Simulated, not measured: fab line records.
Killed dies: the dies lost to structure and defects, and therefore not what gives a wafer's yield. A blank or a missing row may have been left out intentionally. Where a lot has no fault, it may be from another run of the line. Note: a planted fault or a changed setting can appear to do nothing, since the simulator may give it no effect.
The tool behind it: which one? + flow gf180mcu + 14 lots with 39 wafers sampled at 5 steps, on a route of 602 steps

## WHAT THE GAUGES SHOWED, per wafer
GF_NSD_CD_MEAS_07 targets a cd of 400 nm.
| lot  | measured     | on        | cd-nm (nm)        |
|------|--------------|-----------|-------------------|
| L439 | day 13 07:13 | cd-sem-02 | 398.9 399.3 400.0 |
| L440 | day 13 20:01 | cd-sem-01 | 395.7 395.9 396.8 |
| L441 | day 14 02:55 | cd-sem-01 | 402.2 401.6 399.6 |
| L442 | day 14 10:01 | cd-sem-01 | 395.7 398.2 399.6 |
| L443 | day 14 22:37 | cd-sem-02 | 397.5 398.5 398.6 |
| L445 | day 15 10:44 | cd-sem-01 | 403.1 402.6 401.8 |
| L446 | day 15 20:55 | cd-sem-01 | 400.5 399.9 398.4 |
| L447 | day 16 05:49 | cd-sem-01 | 402.6 400.2 400.7 |
| L451 | day 17 16:01 | cd-sem-01 | 401.2 400.2 400.0 |
| L452 | day 17 21:38 | cd-sem-01 | 396.0 397.5       |
| L453 | day 18 04:32 | cd-sem-01 | 398.0 398.8       |
| L456 | day 19 15:09 | cd-sem-02 | 403.3 402.1       |
| L458 | day 20 10:50 | cd-sem-02 | 401.0 400.2 402.7 |
| L459 | day 20 11:42 | cd-sem-01 | 401.4 401.6 400.1 |

GF_SAB_CD_MEAS_09 targets a cd of 420 nm.
| lot  | measured     | on        | cd-nm (nm)        |
|------|--------------|-----------|-------------------|
| L439 | day 15 02:01 | cd-sem-01 | 419.3 419.3 417.6 |
| L440 | day 15 15:57 | cd-sem-01 | 424.5 424.6 424.2 |
| L441 | day 15 21:35 | cd-sem-01 | 425.7 422.8 424.1 |
| L442 | day 16 06:07 | cd-sem-02 | 425.8 422.4 423.6 |
| L443 | day 16 20:01 | cd-sem-02 | 422.5 423.7 423.9 |
| L445 | day 17 11:08 | cd-sem-01 | 415.1 415.6 418.2 |
| L446 | day 17 18:50 | cd-sem-01 | 420.5 419.8 419.8 |
| L447 | day 18 05:46 | cd-sem-02 | 423.9 422.8 423.0 |
| L451 | day 19 17:20 | cd-sem-01 | 419.4 419.7 420.7 |
| L452 | day 19 23:23 | cd-sem-02 | 418.6 419.8       |
| L453 | day 20 05:53 | cd-sem-01 | 418.6 419.0       |
| L456 | day 21 16:30 | cd-sem-02 | 417.6 414.9       |
| L458 | day 22 11:11 | cd-sem-01 | 418.6 416.3 418.6 |
| L459 | day 22 11:48 | cd-sem-02 | 419.7 417.6 418.8 |

## TOOL THAT RAN EACH LOT (tool first, then ch and the chambers of the sampled wafers, then the start)
| lot  | GF_NWELL_COAT_02                 | GF_NWELL_STRIP_10                   | GF_SAB_CVD_00                   |
|------|----------------------------------|-------------------------------------|---------------------------------|
| L439 | litho-track-01 ch 0, day 3 00:48 | plasma-asher-04 ch 0,1, day 3 07:04 | pecvd-01 ch 0,2, day 14 05:22   |
| L440 | litho-track-03 ch 0, day 3 07:50 | plasma-asher-03 ch 0,1, day 3 15:21 | pecvd-03 ch 0,2, day 14 17:44   |
| L441 | litho-track-03 ch 0, day 3 11:37 | plasma-asher-03 ch 0,1, day 3 19:28 | pecvd-03 ch 0,1,2, day 15 01:16 |
| L442 | litho-track-03 ch 0, day 3 16:31 | plasma-asher-03 ch 0,1, day 3 23:37 | pecvd-01 ch 0,1, day 15 08:17   |
| L443 | litho-track-01 ch 0, day 3 22:35 | plasma-asher-01 ch 0,1, day 4 06:10 | pecvd-03 ch 0,1, day 15 21:32   |
| L445 | litho-track-03 ch 0, day 4 08:20 | plasma-asher-01 ch 0,1, day 4 15:50 | pecvd-01 ch 0,2, day 16 12:35   |
| L446 | litho-track-04 ch 0, day 4 14:47 | plasma-asher-01 ch 0, day 4 22:35   | pecvd-03 ch 0,1,2, day 16 20:07 |
| L447 | litho-track-04 ch 0, day 4 20:08 | plasma-asher-03 ch 0,1, day 5 04:03 | pecvd-03 ch 0,1,2, day 17 06:01 |
| L451 | litho-track-03 ch 0, day 5 17:46 | plasma-asher-03 ch 0,1, day 6 01:40 | pecvd-01 ch 0,2, day 18 16:56   |
| L452 | litho-track-04 ch 0, day 5 21:56 | plasma-asher-01 ch 0, day 6 05:29   | pecvd-01 ch 0,2, day 18 22:58   |
| L453 | litho-track-04 ch 0, day 6 03:10 | plasma-asher-01 ch 0,1, day 6 11:20 | pecvd-02 ch 1, day 19 06:02     |
| L456 | litho-track-04 ch 0, day 7 00:01 | plasma-asher-04 ch 0,1, day 7 08:52 | pecvd-02 ch 0,2, day 20 16:34   |
| L458 | litho-track-03 ch 0, day 7 09:10 | plasma-asher-04 ch 0,1, day 7 17:29 | pecvd-01 ch 0,1, day 21 12:22   |
| L459 | litho-track-01 ch 0, day 7 13:53 | plasma-asher-04 ch 0,1, day 7 22:59 | pecvd-02 ch 0,1,2, day 21 13:08 |
- GF_NWELL_COAT_02: resist thk 3000 nm.
- GF_NWELL_STRIP_10: strips in O2/N2.
- GF_SAB_CVD_00: deposits SiO2 from TEOS, target thk 50 nm, time 4.9302 s.

## WHAT THE TOOLS THEMSELVES READ (means of the sampled wafers that have a number; where no wafer has one, the mark that the record gives instead)
GF_NWELL_COAT_02.
| lot  | tool           | exhaust-pa (Pa) |
|------|----------------|-----------------|
| L439 | litho-track-01 | 45.6            |
| L440 | litho-track-03 | 46.1            |
| L441 | litho-track-03 | 45.9            |
| L442 | litho-track-03 | 46.0            |
| L443 | litho-track-01 | 45.7            |
| L445 | litho-track-03 | 44.6            |
| L446 | litho-track-04 | 44.6            |
| L447 | litho-track-04 | 44.6            |
| L451 | litho-track-03 | 44.9            |
| L452 | litho-track-04 | 44.5            |
| L453 | litho-track-04 | 46.4            |
| L456 | litho-track-04 | 44.4            |
| L458 | litho-track-03 | 44.7            |
| L459 | litho-track-01 | 45.1            |

GF_NWELL_STRIP_10.
| lot  | tool            | drypump-motor-current-A (A) | heater-power-w (W) | n2-flow-sccm (sccm) | oes-product-au (a.u.) | strip-time-to-endpoint-s (s) |
|------|-----------------|-----------------------------|--------------------|---------------------|-----------------------|------------------------------|
| L439 | plasma-asher-04 | 6.2                         | 378                | 298.7               | 0.725                 | 37.03                        |
| L440 | plasma-asher-03 | 5.3                         | 329                | 300.3               | 0.721                 | 36.97                        |
| L441 | plasma-asher-03 | 5.3                         | 346                | 299.8               | 0.723                 | 36.94                        |
| L442 | plasma-asher-03 | 5.3                         | 345                | 300.9               | 0.726                 | 36.94                        |
| L443 | plasma-asher-01 | 5.6                         | 345                | 299.6               | 0.724                 | 36.95                        |
| L445 | plasma-asher-01 | 6.0                         | 350                | 299.4               | 0.723                 | 37.17                        |
| L446 | plasma-asher-01 | 5.3                         | 344                | 299.9               | 0.721                 | 37.00                        |
| L447 | plasma-asher-03 | 5.3                         | 345                | 300.9               | 0.719                 | 36.98                        |
| L451 | plasma-asher-03 | 5.4                         | 339                | 299.9               | 0.723                 | 36.94                        |
| L452 | plasma-asher-01 | 5.3                         | 348                | 300.1               | 0.717                 | 19.59                        |
| L453 | plasma-asher-01 | 5.8                         | 352                | 300.6               | 0.718                 | 28.25                        |
| L456 | plasma-asher-04 | 6.0                         | 349                | 299.5               | 0.719                 | 28.29                        |
| L458 | plasma-asher-04 | 6.2                         | 361                | 298.6               | 0.720                 | 37.01                        |
| L459 | plasma-asher-04 | 6.2                         | 357                | 301.2               | 0.722                 | 36.88                        |

GF_SAB_CVD_00.
| lot  | tool     | heater-power-w (W) |
|------|----------|--------------------|
| L439 | pecvd-01 | 705                |
| L440 | pecvd-03 | 622                |
| L441 | pecvd-03 | 673                |
| L442 | pecvd-01 | 649                |
| L443 | pecvd-03 | 658                |
| L445 | pecvd-01 | 674                |
| L446 | pecvd-03 | 612                |
| L447 | pecvd-03 | 625                |
| L451 | pecvd-01 | 734                |
| L452 | pecvd-01 | 733                |
| L453 | pecvd-02 | 778                |
| L456 | pecvd-02 | 754                |
| L458 | pecvd-01 | 604                |
| L459 | pecvd-02 | 767                |

## THE ANSWER, worked out from the rows above alone
Rule: usual is defined by the lots themselves. Put in order of their means at a reading, lots are off if they are a third of the lots or fewer, leave a main group of 4 or more, and stand apart from it by a gap of 3 or more times the standard deviation of the main group's means; of several such gaps the widest counts. A main group is skipped when, at the precision printed for the reading in the tables above, its means are all equal. A lot without any number at a reading at which 4 lots or more have one is off too. All remaining lots with rows at the step are treated as sound. First the gauges in route order, then the tools' own readings, where a lot's mean is used as printed above. At the first step where some lot is off, the reading lying furthest off is the one used; lots without a number count as furthest.
Off, at GF_NWELL_STRIP_10 on strip-time-to-endpoint-s: L452, L453, L456. The main group: mean 36.98 s, standard deviation 0.071.
If a tool, at that step or one of the process steps before it, ran each lot that is off and ran no sound lot following the first of them, it fits. One candidate fits, namely litho-track-04 at GF_NWELL_COAT_02. Its last sound lot is L447 (day 4 20:08), its first lot that is off L452 (day 5 21:56): a fault that began between those two fits.

## WHAT WAS PUT IN BY THE SIMULATOR
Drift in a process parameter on litho-track-04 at GF_NWELL_COAT_02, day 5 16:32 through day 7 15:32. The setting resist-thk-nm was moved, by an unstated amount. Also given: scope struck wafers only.
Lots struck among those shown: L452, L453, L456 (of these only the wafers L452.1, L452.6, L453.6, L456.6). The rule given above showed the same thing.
